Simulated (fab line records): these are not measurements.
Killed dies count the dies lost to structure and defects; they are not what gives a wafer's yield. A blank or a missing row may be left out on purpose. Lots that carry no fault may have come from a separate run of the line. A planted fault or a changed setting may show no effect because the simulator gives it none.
fab line records	flow sky130
record: lots: 6	wafers: 18	last-day: 50
route steps=708 shown VT_ADJUST_LVTN@105 VT_ADJUST_NCORE@119
lots with no fault: from the same line, run without faults
start-h: the number of hours between the record's first day and the start of the first shown wafer of the lot	wait-h: hours elapsed since this lot's preceding step	" as in the row above	L1.1+2: a row that stands for several wafers	- either no value or no given start	* or withheld: withheld	< > ~ a bound
route shown NAME@n: a module of which the file shows steps, and the number in the route of the first	usual: mean and standard deviation over wafers with no fault	same: alike in all rows	chamber/n: place in a boat	sites: each site's reading	_std_site: how widely they spread, as a standard deviation	_edge_site: outer sites' mean less inner sites'	radius-mm: how far each site lies from the wafer's centre	mask NAME#n: copy n	behind: the last tool/chamber to shape the wafer	hold: the reason the lot was held/the length of the hold in hours/how it ended	device: which transistor (n, p or np) failed to switch	end of line: at the end of the route, the tests of the same wafers	step lacking rows: just its recipe	killed: count of dies lost to structure and defects at first sort (not the wafer's yield)	map: dies across one wafer; x = killed, . = not, _ = none there
set.NAME: the setting as run; set.NAME@STEP: as run at that earlier step	model.NAME: the simulator's own value behind a step, which no gauge read
certain route steps with their lots: each step a table, each wafer a row
services: the hour from which a tool's chamber was out of use, counted from the record's first day as start-h (under 0 if before that day), plus the number of hours and why
== steps ==
step: SKY_VT_ADJUST_LVTN_IMPLANT_08
recipe: species: B	energy-kev: 30	dose-cm2: 1.57e+12	tilt-deg: withheld
step: SKY_VT_ADJUST_LVTN_STRIP_09
recipe: chemistry: O2/N2	power-w: 1400	pressure-mtorr: 1500	platen-temp-c: withheld	o2-flow-sccm: 3000	n2-flow-sccm: 300	overash-fraction: 0.5
usual: chamber-pressure-mTorr: 1500.2/1.3	drypump-motor-current-A: 5.8/0.37	oes-product-au: 0.722/0.0043	strip-time-to-endpoint-s: 36.91/0.1
lot.wafer	tool	chamber	start-h	wait-h	chamber-pressure-mTorr	drypump-motor-current-A	oes-product-au	rf-hours-counter-h	strip-time-to-endpoint-s
L947.1	plasma-asher-01	0	176.96	0.1	1502.0	6.1	0.722	37	36.98
L947.5	"	1	"	"	1500.4	6.0	0.722	-	36.97
L947.6	"	0	"	"	1500.7	6.1	0.723	-	37.04
L954.3	plasma-asher-01	1	220.82	0.1	1501.8	6.0	0.724	-	37.03
L954.5	"	0	"	"	1500.2	6.1	0.723	-	36.94
L954.6	"	1	"	"	1500.1	6.0	0.725	-	37.10
L962.4	plasma-asher-02	1	274.87	0.1	1499.0	5.1	0.729	-	36.87
L962.5	"	1	"	"	1500.5	5.1	0.729	-	36.88
L962.6	"	0	"	"	1500.8	6.4	0.728	-	36.99
L963.1	plasma-asher-03	0	283.71	0.1	1499.2	5.7	0.715	61	36.81
L963.2	"	1	"	"	1499.8	5.9	0.721	61	36.97
L963.3	"	0	"	"	1499.7	5.7	0.721	-	36.75
L964.1	plasma-asher-03	1	286.91	0.1	1498.9	5.9	0.716	62	36.72
L964.2	"	0	"	"	1500.0	5.7	0.712	62	36.81
L964.6	"	1	"	"	1500.2	5.9	0.720	-	36.86
L965.3	plasma-asher-03	0	295.27	0.1	1500.1	5.7	0.722	-	36.74
L965.4	"	1	"	"	1502.4	5.9	0.719	-	36.82
L965.5	"	1	"	"	1498.2	5.9	0.725	-	36.71
step: SKY_VT_ADJUST_LVTN_TW_MEAS_10
usual: VT_ADJUST_LVTN_TW: 239.4/2.1
lot.wafer	tool	chamber	start-h	wait-h	VT_ADJUST_LVTN_TW
L947.1	film-metro-04	-	177.06	0.1	238.5
L947.5	"	-	"	"	240.7
L947.6	"	-	"	"	240.3
L954.3	film-metro-03	-	220.90	0.1	242.0
L954.5	"	-	"	"	240.4
L954.6	"	-	"	"	240.5
L962.4	film-metro-04	-	274.96	0.1	238.6
L962.5	"	-	"	"	237.6
L962.6	"	-	"	"	235.8
L963.1	film-metro-01	-	283.81	0.1	243.7
L963.2	"	-	"	"	241.8
L963.3	"	-	"	"	243.3
L964.1	film-metro-04	-	287.01	0.1	237.0
L964.2	"	-	"	"	237.6
L964.6	"	-	"	"	237.5
L965.3	film-metro-03	-	295.35	0.1	241.5
L965.4	"	-	"	"	241.5
L965.5	"	-	"	"	240.9
step: SKY_VT_ADJUST_LVTN_DEHYDRATE_11
recipe: temp-c: 200	time-s: 60
step: SKY_VT_ADJUST_LVTN_HMDS_12
recipe: prime-time-s: 60	prime-temp-c: 120
step: SKY_VT_ADJUST_LVTN_COAT_13
recipe: resist: NOVOLAK	spin-rpm: 3000	resist-thk-nm: 1140
step: SKY_VT_ADJUST_LVTN_SOFTBAKE_14
recipe: temp-c: 90	time-s: 60	resist: NOVOLAK
step: SKY_VT_ADJUST_LVTN_EXPOSE_15
recipe: mask-id: HVN_STD_DERIVED	na: 0.6	source-shape: conventional	sigma-outer: 0.6	polarization: unpolarized	target-cd-nm: 600	dose-mj: 163
step: SKY_VT_ADJUST_LVTN_PEB_16
recipe: temp-c: withheld	time-s: *	resist: NOVOLAK
step: SKY_VT_ADJUST_LVTN_DEVELOP_17
recipe: resist: NOVOLAK	developer: TMAH	develop-time-s: 60	dev-temp-c: 23
step: SKY_VT_ADJUST_LVTN_OVL_MEAS_18
usual: VT_ADJUST_LVTN_01_OVL: -0.7/1.4
lot.wafer	tool	chamber	start-h	wait-h	VT_ADJUST_LVTN_01_OVL[nm]
L947.1	overlay-02	-	198.18	0.1	1.3
L947.5	"	-	"	"	-2.0
L947.6	"	-	"	"	-1.3
L954.3	overlay-02	-	243.66	0.1	-1.7
L954.5	"	-	"	"	-0.1
L954.6	"	-	"	"	-1.5
L962.4	overlay-02	-	299.49	0.1	-1.5
L962.5	"	-	"	"	-1.8
L962.6	"	-	"	"	-0.6
L963.1	overlay-01	-	308.60	0.1	-1.5
L963.2	"	-	"	"	-0.6
L963.3	"	-	"	"	0.4
L964.1	overlay-02	-	312.25	0.1	-0.2
L964.2	"	-	"	"	0.5
L964.6	"	-	"	"	-0.4
L965.3	overlay-01	-	321.51	0.1	0.8
L965.4	"	-	"	"	-2.2
L965.5	"	-	"	"	0.7
step: SKY_VT_ADJUST_LVTN_IMPLANT_19
recipe: species: B	energy-kev: 30	dose-cm2: 6.5e+11	tilt-deg: withheld
step: SKY_VT_ADJUST_LVTN_STRIP_20
recipe: chemistry: O2/N2	power-w: 1400	pressure-mtorr: 1500	platen-temp-c: withheld	o2-flow-sccm: 3000	n2-flow-sccm: 300	overash-fraction: 0.5
usual: chamber-pressure-mTorr: 1499.8/1.4	drypump-motor-current-A: 5.9/0.45	oes-product-au: 0.716/0.0047	strip-time-to-endpoint-s: 14.18/0.032
lot.wafer	tool	chamber	start-h	wait-h	chamber-pressure-mTorr	drypump-motor-current-A	oes-product-au	rf-hours-counter-h	strip-time-to-endpoint-s	model.NOVOLAK_of_VT_ADJUST_LVTN_COAT_13.thk-nm
L947.1	plasma-asher-02	1	198.37	0.1	1498.6	5.1	0.724	51	14.15	0
L947.5	"	1	"	"	1499.8	5.0	0.719	-	14.16	0
L947.6	"	0	"	"	1498.5	6.4	0.724	-	14.17	0
L954.3	plasma-asher-02	1	243.87	0.1	1500.6	5.1	0.712	-	14.17	0
L954.5	"	1	"	"	1501.0	5.1	0.718	-	14.20	0
L954.6	"	0	"	"	1500.7	6.4	0.721	-	14.23	0
L962.4	plasma-asher-02	0	299.69	0.1	-	-	-	-	-	1147
L962.5	"	1	"	"	-	-	-	-	-	1142
L962.6	"	0	"	"	-	-	-	-	-	1140
L963.1	plasma-asher-01	1	308.78	0.1	-	-	-	-	-	1140
L963.2	"	0	"	"	-	-	-	-	-	1145
L963.3	"	1	"	"	-	-	-	-	-	1140
L964.1	plasma-asher-01	1	312.43	0.1	1499.0	5.9	0.716	50	14.16	0
L964.2	"	0	"	"	1499.2	6.1	0.718	50	14.14	0
L964.6	"	0	"	"	1501.8	6.2	0.723	-	14.20	0
L965.3	plasma-asher-03	0	321.72	0.1	1498.1	5.7	0.720	-	14.17	0
L965.4	"	1	"	"	1503.1	5.9	0.712	-	14.21	0
L965.5	"	0	"	"	1501.3	5.7	0.716	-	14.21	0
step: SKY_VT_ADJUST_LVTN_TW_MEAS_21
usual: VT_ADJUST_LVTN_2_TW: 187.6/1.5
lot.wafer	tool	chamber	start-h	wait-h	VT_ADJUST_LVTN_2_TW
L947.1	film-metro-01	-	198.47	0.1	188.7
L947.5	"	-	"	"	188.8
L947.6	"	-	"	"	188.0
L954.3	film-metro-01	-	243.95	0.1	189.6
L954.5	"	-	"	"	189.4
L954.6	"	-	"	"	189.7
L962.4	film-metro-01	-	299.79	0.1	188.5
L962.5	"	-	"	"	188.9
L962.6	"	-	"	"	188.7
L963.1	film-metro-01	-	308.88	0.1	189.2
L963.2	"	-	"	"	188.4
L963.3	"	-	"	"	189.0
L964.1	film-metro-04	-	312.53	0.1	185.2
L964.2	"	-	"	"	185.4
L964.6	"	-	"	"	186.0
L965.3	film-metro-03	-	321.80	0.1	189.2
L965.4	"	-	"	"	188.1
L965.5	"	-	"	"	188.2
step: SKY_VT_ADJUST_NCORE_DEHYDRATE_00
recipe: temp-c: 200	time-s: 60
step: SKY_VT_ADJUST_NCORE_HMDS_01
recipe: prime-time-s: 60	prime-temp-c: 120
step: SKY_VT_ADJUST_NCORE_COAT_02
recipe: resist: NOVOLAK	spin-rpm: 3000	resist-thk-nm: 1140
step: SKY_VT_ADJUST_NCORE_SOFTBAKE_03
recipe: temp-c: 90	time-s: 60	resist: NOVOLAK
step: SKY_VT_ADJUST_NCORE_EXPOSE_04
recipe: mask-id: LVTN_COMPLEMENT_THIN	na: 0.6	source-shape: conventional	sigma-outer: 0.6	polarization: unpolarized	target-cd-nm: 380	dose-mj: 139
step: SKY_VT_ADJUST_NCORE_PEB_05
recipe: temp-c: withheld	time-s: *	resist: NOVOLAK
step: SKY_VT_ADJUST_NCORE_DEVELOP_06
recipe: resist: NOVOLAK	developer: TMAH	develop-time-s: 60	dev-temp-c: 23
step: SKY_VT_ADJUST_NCORE_CD_MEAS_07
recipe: target-cd-nm: 380
usual: cd-nm: 379.4/2.2
lot.wafer	tool	chamber	start-h	wait-h	cd-nm
L947.1	cd-sem-01	-	220.90	0.1	378.3
L947.5	"	-	"	"	379.3
L947.6	"	-	"	"	377.5
L954.3	cd-sem-01	-	267.48	0.1	384.2
L954.5	"	-	"	"	382.2
L954.6	"	-	"	"	379.4
L962.4	cd-sem-02	-	326.35	0.1	376.6
L962.5	"	-	"	"	375.1
L962.6	"	-	"	"	378.7
L963.1	cd-sem-02	-	335.14	0.2	381.1
L963.2	"	-	"	"	378.8
L963.3	"	-	"	"	379.6
L964.1	cd-sem-02	-	339.38	0.1	379.5
L964.2	"	-	"	"	381.1
L964.6	"	-	"	"	380.8
L965.3	cd-sem-02	-	348.27	0.1	375.0
L965.4	"	-	"	"	376.0
L965.5	"	-	"	"	375.1
step: SKY_VT_ADJUST_NCORE_OVL_MEAS_08
usual: VT_ADJUST_NCORE_OVL: -0.1/1.3
lot.wafer	tool	chamber	start-h	wait-h	VT_ADJUST_NCORE_OVL[nm]
L947.1	overlay-02	-	221.02	0.1	0.9
L947.5	"	-	"	"	0.9
L947.6	"	-	"	"	1.5
L954.3	overlay-01	-	267.57	0.1	1.9
L954.5	"	-	"	"	0.2
L954.6	"	-	"	"	-0.7
L962.4	overlay-01	-	326.43	0.1	-1.1
L962.5	"	-	"	"	-2.0
L962.6	"	-	"	"	0.3
L963.1	overlay-01	-	335.26	0.1	0.0
L963.2	"	-	"	"	0.0
L963.3	"	-	"	"	-0.7
L964.1	overlay-02	-	339.50	0.1	0.1
L964.2	"	-	"	"	-0.3
L964.6	"	-	"	"	-0.2
L965.3	overlay-01	-	348.36	0.1	0.0
L965.4	"	-	"	"	-1.6
L965.5	"	-	"	"	-1.0
step: SKY_VT_ADJUST_NCORE_IMPLANT_09
recipe: species: B	energy-kev: 10	dose-cm2: 2.4e+12	tilt-deg: withheld
step: SKY_VT_ADJUST_NCORE_STRIP_10
recipe: chemistry: O2/N2	power-w: 1400	pressure-mtorr: 1500	platen-temp-c: withheld	o2-flow-sccm: 3000	n2-flow-sccm: 300	overash-fraction: 0.5
usual: chamber-pressure-mTorr: 1499.8/2	drypump-motor-current-A: 6.1/0.36	oes-product-au: 0.715/0.0049	strip-time-to-endpoint-s: 14.19/0.046
lot.wafer	tool	chamber	start-h	wait-h	chamber-pressure-mTorr	drypump-motor-current-A	oes-product-au	rf-hours-counter-h	strip-time-to-endpoint-s
L947.1	plasma-asher-02	0	221.20	0.1	1500.9	6.4	0.710	53	14.18
L947.5	"	0	"	"	1501.5	6.4	0.715	-	14.16
L947.6	"	1	"	"	1501.1	5.0	0.726	-	14.13
L954.3	plasma-asher-04	0	267.78	0.1	1499.2	6.2	0.714	-	14.12
L954.5	"	0	"	"	1500.9	6.2	0.721	-	14.17
L954.6	"	1	"	"	1499.2	6.3	0.717	-	14.19
L962.4	plasma-asher-02	0	326.63	0.1	1498.0	6.4	0.719	-	31.36
L962.5	"	0	"	"	1500.8	6.4	0.727	-	31.28
L962.6	"	1	"	"	1500.4	5.1	0.716	-	31.25
L963.1	plasma-asher-01	0	335.45	0.1	1500.3	6.2	0.725	52	31.32
L963.2	"	1	"	"	1500.4	6.0	0.720	52	31.39
L963.3	"	1	"	"	1499.8	5.9	0.723	-	31.34
L964.1	plasma-asher-01	1	339.68	0.1	1502.4	6.0	0.724	53	14.24
L964.2	"	0	"	"	1501.3	6.2	0.713	53	14.27
L964.6	"	0	"	"	1500.8	6.1	0.716	-	14.23
L965.3	plasma-asher-01	0	348.57	0.1	1497.8	6.1	0.716	-	14.24
L965.4	"	1	"	"	1499.4	6.0	0.714	-	14.21
L965.5	"	0	"	"	1499.4	6.2	0.717	-	14.20
step: SKY_VT_ADJUST_NCORE_TW_MEAS_11
usual: VT_ADJUST_NCORE_TW: 218.7/1.7
lot.wafer	tool	chamber	start-h	wait-h	hold	VT_ADJUST_NCORE_TW
L947.1	film-metro-04	-	221.30	0.1	-	216.2
L947.5	"	-	"	"	-	217.1
L947.6	"	-	"	"	-	214.0
L954.3	film-metro-04	-	267.87	0.1	-	214.9
L954.5	"	-	"	"	-	214.8
L954.6	"	-	"	"	-	214.9
L962.4	film-metro-01	-	326.73	0.1	await-dispo/0.2h/release	30.0
L962.5	"	-	"	"	await-dispo/0.2h/release	30.0
L962.6	"	-	"	"	await-dispo/0.2h/release	30.1
L962.4	film-metro-01	-	326.95	0.2	-	30.2
L962.5	"	-	"	"	-	30.1
L962.6	"	-	"	"	-	29.9
L963.1	film-metro-02	-	335.55	0.1	await-dispo/0.2h/release	30.2
L963.2	"	-	"	"	await-dispo/0.2h/release	30.1
L963.3	"	-	"	"	await-dispo/0.2h/release	30.0
L963.1	film-metro-02	-	335.77	0.2	-	29.9
L963.2	"	-	"	"	-	30.0
L963.3	"	-	"	"	-	30.1
L964.1	film-metro-04	-	339.78	0.1	-	218.7
L964.2	"	-	"	"	-	217.1
L964.6	"	-	"	"	-	216.8
L965.3	film-metro-04	-	348.65	0.1	-	217.8
L965.4	"	-	"	"	-	216.5
L965.5	"	-	"	"	-	217.7
== services ==
tool	chamber	start-h	hours	kind
plasma-asher-03	-	235.80	0.3	repair
plasma-asher-01	-	318.65	0.9	repair
plasma-asher-04	-	340.54	4.7	repair
== key ==
first-sign: step: SKY_VT_ADJUST_LVTN_STRIP_20	reading: tool-record	direction: missing
effect: step: SKY_VT_ADJUST_NCORE_STRIP_10	reading: strip-time-to-endpoint-s	direction: up	sigmas: 99+	usual: *	struck: *
effect: step: SKY_VT_ADJUST_NCORE_TW_MEAS_11	reading: visit	direction: added
effect: step: SKY_VT_ADJUST_NCORE_TW_MEAS_11	reading: VT_ADJUST_NCORE_TW	direction: down	sigmas: 99+	usual: 218.7	struck: 30.1
model-effect: step: SKY_VT_ADJUST_LVTN_STRIP_20	value: NOVOLAK_of_VT_ADJUST_LVTN_COAT_13.thk-nm	without: 0	struck: 1142
met-at SKY_VT_ADJUST_LVTN_STRIP_20
struck-wafers L962.4,L962.5,L962.6,L963.1,L963.2,L963.3
scrapped-behind SKY_VT_ADJUST_NCORE_TW_MEAS_11 L962.4,L962.5,L962.6,L963.1,L963.2,L963.3
onset-between 243.87 299.69
fault: kind: skipped-step-whole	tool: plasma-asher-01,plasma-asher-02	chamber: -	onset-h: 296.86	steps: SKY_VT_ADJUST_LVTN_STRIP_20	scope: struck-lots-only
